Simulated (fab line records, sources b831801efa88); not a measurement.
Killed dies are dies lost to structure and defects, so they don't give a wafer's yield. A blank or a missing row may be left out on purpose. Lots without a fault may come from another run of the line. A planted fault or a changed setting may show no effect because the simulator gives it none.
Which tool did it? | flow gf180mcu | 24 lots, 72 wafers sampled, at 5 steps of a route of 602

WHAT THE GAUGES READ, wafer by wafer
GF_V5_RS_MEAS_24: measures by four-point-probe.
lot  | measured     | on            | V5_W_RS (ohm/sq)
L074 | day 27 02:36 | film_metro-03 | 0.322 0.327 0.331
L075 | day 27 17:48 | film_metro-01 | 0.316 0.316 0.326
L076 | day 27 22:50 | film_metro-03 | 0.333 0.317 0.316
L077 | day 28 09:02 | film_metro-03 | 0.322 0.331 0.323
L078 | day 28 13:01 | film_metro-01 | 0.328 0.314 0.316
L079 | day 28 23:02 | film_metro-02 | 0.320 0.329 0.334
L080 | day 29 03:32 | film_metro-01 | 0.318 0.327 0.320
L081 | day 29 17:02 | film_metro-01 | 0.317 0.318 0.327
L082 | day 29 19:28 | film_metro-03 | 0.323 0.312 0.314
L083 | day 30 04:38 | film_metro-01 | 0.319 0.320 0.327
L084 | day 30 07:38 | film_metro-03 | 0.329 0.323 0.322
L085 | day 30 17:40 | film_metro-03 | 0.327 0.319 0.315
L086 | day 31 00:35 | film_metro-03 | 0.328 0.329 0.319
L087 | day 31 10:34 | film_metro-03 | 0.321 0.326 0.320
L088 | day 31 13:56 | film_metro-02 | 0.313 0.325 0.324
L089 | day 31 15:38 | film_metro-01 | 0.316 0.317 0.317
L090 | day 31 23:37 | film_metro-03 | 0.321 0.323 0.319
L091 | day 32 07:23 | film_metro-03 | 0.324 0.318 0.315
L092 | day 32 13:40 | film_metro-03 | 0.317 0.328 0.321
L093 | day 32 23:35 | film_metro-01 | 0.332 0.319 0.329
L094 | day 33 01:34 | film_metro-02 | 0.320 0.317 0.321
L095 | day 33 04:53 | film_metro-03 | 0.326 0.327 0.319
L096 | day 33 14:02 | film_metro-03 | 0.316 0.315 0.328
L097 | day 33 20:31 | film_metro-02 | 0.326 0.335 0.332

WHICH TOOL RAN EACH LOT (tool, then ch and the chambers of the sampled wafers, then the start)
lot  | GF_M3_SPUTTER_01             | GF_M3_SPUTTER_04             | GF_M4_STRIP_17                       | GF_V5_SPUTTER_21
L074 | pvd_sputter-01, day 20 04:06 | pvd_sputter-01, day 20 04:11 | plasma_asher-01 ch 0,1, day 23 06:46 | pvd_sputter-01, day 27 02:21
L075 | pvd_sputter-01, day 20 23:17 | pvd_sputter-01, day 20 23:22 | plasma_asher-03 ch 0,1, day 24 00:47 | pvd_sputter-01, day 27 17:32
L076 | pvd_sputter-01, day 21 02:14 | pvd_sputter-01, day 21 02:19 | plasma_asher-03 ch 0,1, day 24 04:33 | pvd_sputter-03, day 27 22:37
L077 | pvd_sputter-02, day 21 15:56 | pvd_sputter-02, day 21 16:01 | plasma_asher-01 ch 0,1, day 24 15:35 | pvd_sputter-03, day 28 08:46
L078 | pvd_sputter-04, day 21 23:11 | pvd_sputter-04, day 21 23:16 | plasma_asher-01 ch 0, day 24 21:42   | pvd_sputter-01, day 28 12:46
L079 | pvd_sputter-02, day 22 09:32 | pvd_sputter-02, day 22 09:37 | plasma_asher-02 ch 0,1, day 25 08:26 | pvd_sputter-03, day 28 22:50
L080 | pvd_sputter-01, day 22 14:58 | pvd_sputter-01, day 22 15:02 | plasma_asher-03 ch 0,1, day 25 13:30 | pvd_sputter-02, day 29 03:19
L081 | pvd_sputter-04, day 23 07:10 | pvd_sputter-04, day 23 07:14 | plasma_asher-02 ch 0,1, day 26 04:24 | pvd_sputter-03, day 29 16:50
L082 | pvd_sputter-01, day 23 09:32 | pvd_sputter-01, day 23 09:37 | plasma_asher-01 ch 0,1, day 26 05:41 | pvd_sputter-01, day 29 19:14
L083 | pvd_sputter-02, day 23 18:41 | pvd_sputter-02, day 23 18:46 | plasma_asher-03 ch 0,1, day 26 15:04 | pvd_sputter-03, day 30 04:25
L084 | pvd_sputter-04, day 24 01:47 | pvd_sputter-04, day 24 01:52 | plasma_asher-02 ch 0,1, day 26 20:39 | pvd_sputter-02, day 30 07:25
L085 | pvd_sputter-01, day 24 12:07 | pvd_sputter-01, day 24 12:11 | plasma_asher-03 ch 0,1, day 27 06:26 | pvd_sputter-03, day 30 17:25
L086 | pvd_sputter-04, day 24 22:02 | pvd_sputter-04, day 24 22:07 | plasma_asher-03 ch 0,1, day 27 15:07 | pvd_sputter-01, day 31 00:22
L087 | pvd_sputter-02, day 25 07:41 | pvd_sputter-02, day 25 07:46 | plasma_asher-02 ch 0,1, day 28 01:54 | pvd_sputter-02, day 31 10:21
L088 | pvd_sputter-02, day 25 11:29 | pvd_sputter-02, day 25 11:34 | plasma_asher-03 ch 0,1, day 28 04:49 | pvd_sputter-03, day 31 13:44
L089 | pvd_sputter-02, day 25 16:26 | pvd_sputter-02, day 25 16:31 | plasma_asher-01 ch 0,1, day 28 08:16 | pvd_sputter-03, day 31 15:24
L090 | pvd_sputter-04, day 26 02:16 | pvd_sputter-04, day 26 02:21 | plasma_asher-03 ch 0, day 28 17:48   | pvd_sputter-03, day 31 23:24
L091 | pvd_sputter-01, day 26 08:59 | pvd_sputter-01, day 26 09:04 | plasma_asher-01 ch 0,1, day 28 23:58 | pvd_sputter-02, day 32 07:10
L092 | pvd_sputter-04, day 26 19:00 | pvd_sputter-04, day 26 19:05 | plasma_asher-03 ch 0,1, day 29 08:54 | pvd_sputter-03, day 32 13:26
L093 | pvd_sputter-02, day 27 06:11 | pvd_sputter-02, day 27 06:16 | plasma_asher-02 ch 0,1, day 29 20:22 | pvd_sputter-01, day 32 23:22
L094 | pvd_sputter-01, day 27 07:08 | pvd_sputter-01, day 27 07:13 | plasma_asher-02 ch 0,1, day 29 22:04 | pvd_sputter-01, day 33 01:22
L095 | pvd_sputter-01, day 27 11:14 | pvd_sputter-01, day 27 11:20 | plasma_asher-03 ch 0,1, day 30 01:31 | pvd_sputter-01, day 33 04:40
L096 | pvd_sputter-04, day 27 22:13 | pvd_sputter-04, day 27 22:17 | plasma_asher-01 ch 0,1, day 30 11:42 | pvd_sputter-01, day 33 13:48
L097 | pvd_sputter-01, day 28 07:23 | pvd_sputter-01, day 28 07:28 | plasma_asher-03 ch 0,1, day 30 19:54 | pvd_sputter-01, day 33 20:17
- GF_M3_SPUTTER_01: material TiN, target thk 30 nm, time 25 s.
- GF_M3_SPUTTER_04: material TiN, target thk 50 nm, time 41.7 s.
- GF_M4_STRIP_17: strips in O2/N2.
- GF_V5_SPUTTER_21: material Ti, target thk 15 nm, time 80.02 s.

WHAT THE TOOLS THEMSELVES READ (means of the sampled wafers that have a number; where no wafer has one, the mark that the record gives instead)
GF_M3_SPUTTER_01.
lot  | tool           | throttle_valve_pct (%)
L074 | pvd_sputter-01 | 29.7
L075 | pvd_sputter-01 | 30.2
L076 | pvd_sputter-01 | 30.0
L077 | pvd_sputter-02 | 31.0
L078 | pvd_sputter-04 | 30.8
L079 | pvd_sputter-02 | 30.2
L080 | pvd_sputter-01 | 29.1
L081 | pvd_sputter-04 | 30.3
L082 | pvd_sputter-01 | 29.8
L083 | pvd_sputter-02 | 30.2
L084 | pvd_sputter-04 | 30.6
L085 | pvd_sputter-01 | 29.8
L086 | pvd_sputter-04 | 30.5
L087 | pvd_sputter-02 | 30.9
L088 | pvd_sputter-02 | 30.3
L089 | pvd_sputter-02 | 30.3
L090 | pvd_sputter-04 | 31.0
L091 | pvd_sputter-01 | 29.0
L092 | pvd_sputter-04 | 30.8
L093 | pvd_sputter-02 | 30.5
L094 | pvd_sputter-01 | 29.1
L095 | pvd_sputter-01 | 30.1
L096 | pvd_sputter-04 | 30.5
L097 | pvd_sputter-01 | 29.8

GF_M3_SPUTTER_04.
lot  | tool           | throttle_valve_pct (%)
L074 | pvd_sputter-01 | 29.7
L075 | pvd_sputter-01 | 30.2
L076 | pvd_sputter-01 | 29.9
L077 | pvd_sputter-02 | 30.8
L078 | pvd_sputter-04 | 30.9
L079 | pvd_sputter-02 | 30.3
L080 | pvd_sputter-01 | 29.0
L081 | pvd_sputter-04 | 30.4
L082 | pvd_sputter-01 | 29.7
L083 | pvd_sputter-02 | 30.2
L084 | pvd_sputter-04 | 30.7
L085 | pvd_sputter-01 | 29.8
L086 | pvd_sputter-04 | 30.5
L087 | pvd_sputter-02 | 30.9
L088 | pvd_sputter-02 | 30.1
L089 | pvd_sputter-02 | 30.5
L090 | pvd_sputter-04 | 31.2
L091 | pvd_sputter-01 | 29.3
L092 | pvd_sputter-04 | 30.6
L093 | pvd_sputter-02 | 30.4
L094 | pvd_sputter-01 | 29.0
L095 | pvd_sputter-01 | 30.2
L096 | pvd_sputter-04 | 30.7
L097 | pvd_sputter-01 | 29.5

GF_M4_STRIP_17.
lot  | tool            | drypump_motor_current_A (A) | heater_power_w (W) | oes_product_au (a.u.) | strip_time_to_endpoint_s (s)
L074 | plasma_asher-01 | 6.0                         | 355                | 0.560                 | 7.94
L075 | plasma_asher-03 | 5.6                         | 382                | 0.562                 | 7.89
L076 | plasma_asher-03 | 5.6                         | 386                | 0.555                 | 7.83
L077 | plasma_asher-01 | 5.7                         | 346                | 0.557                 | 7.82
L078 | plasma_asher-01 | 6.3                         | 371                | 0.565                 | 7.92
L079 | plasma_asher-02 | 6.3                         | 333                | 0.560                 | 7.92
L080 | plasma_asher-03 | 5.7                         | 393                | 0.554                 | 7.88
L081 | plasma_asher-02 | 6.3                         | 336                | 0.566                 | 7.91
L082 | plasma_asher-01 | 6.0                         | 353                | 0.555                 | 7.82
L083 | plasma_asher-03 | 5.8                         | 390                | 0.556                 | 7.87
L084 | plasma_asher-02 | 6.2                         | 333                | 0.563                 | 7.88
L085 | plasma_asher-03 | 5.7                         | 391                | 0.553                 | 7.88
L086 | plasma_asher-03 | 5.7                         | 389                | 0.557                 | 7.86
L087 | plasma_asher-02 | 6.3                         | 340                | 0.559                 | 7.87
L088 | plasma_asher-03 | 5.6                         | 385                | 0.560                 | 7.89
L089 | plasma_asher-01 | 6.0                         | 355                | 0.552                 | 7.85
L090 | plasma_asher-03 | 5.4                         | 382                | 0.560                 | 7.87
L091 | plasma_asher-01 | 6.0                         | 355                | 0.556                 | 7.83
L092 | plasma_asher-03 | 5.6                         | 390                | 0.564                 | 7.91
L093 | plasma_asher-02 | 6.2                         | 338                | 0.555                 | 7.85
L094 | plasma_asher-02 | 6.2                         | 331                | 0.557                 | 7.82
L095 | plasma_asher-03 | 5.6                         | 378                | 0.551                 | 7.80
L096 | plasma_asher-01 | 6.0                         | 353                | 0.557                 | 7.82
L097 | plasma_asher-03 | 5.6                         | 380                | 0.567                 | 7.94

GF_V5_SPUTTER_21.
lot  | tool           | throttle_valve_pct (%)
L074 | pvd_sputter-01 | 31.0
L075 | pvd_sputter-01 | 29.0
L076 | pvd_sputter-03 | 29.5
L077 | pvd_sputter-03 | 31.4
L078 | pvd_sputter-01 | 29.1
L079 | pvd_sputter-03 | 30.2
L080 | pvd_sputter-02 | 29.9
L081 | pvd_sputter-03 | 29.2
L082 | pvd_sputter-01 | 30.3
L083 | pvd_sputter-03 | 28.6
L084 | pvd_sputter-02 | 30.2
L085 | pvd_sputter-03 | 30.2
L086 | pvd_sputter-01 | 30.4
L087 | pvd_sputter-02 | 30.1
L088 | pvd_sputter-03 | 29.2
L089 | pvd_sputter-03 | 30.6
L090 | pvd_sputter-03 | 31.4
L091 | pvd_sputter-02 | 29.8
L092 | pvd_sputter-03 | 30.1
L093 | pvd_sputter-01 | 30.2
L094 | pvd_sputter-01 | 29.0
L095 | pvd_sputter-01 | 30.0
L096 | pvd_sputter-01 | 29.9
L097 | pvd_sputter-01 | 29.4

THE ANSWER, worked out from the rows above alone
Rule: what is usual is taken from the lots themselves. Put in order of their means at a reading, lots are off if they are a third of the lots or fewer, leave a main group of 4 or more, and stand apart from it by a gap of 3 or more times the standard deviation of the main group's means; of several such gaps the widest counts. A main group whose means are all the same, to the digits that the tables above print for the reading, isn't used. A lot without any number at a reading at which 4 lots or more have one is off too. The other lots that the step has rows for count as sound. The gauges are gone through in route order, then the tools' own readings, and for those a lot's mean is taken as printed above. The first step at which some lot is off is used, and at that step the reading that is off furthest; a lot without a number counts as furthest.
No lot is off at any reading shown: from this, nothing can be told.

WHAT THE SIMULATOR HAD PUT IN
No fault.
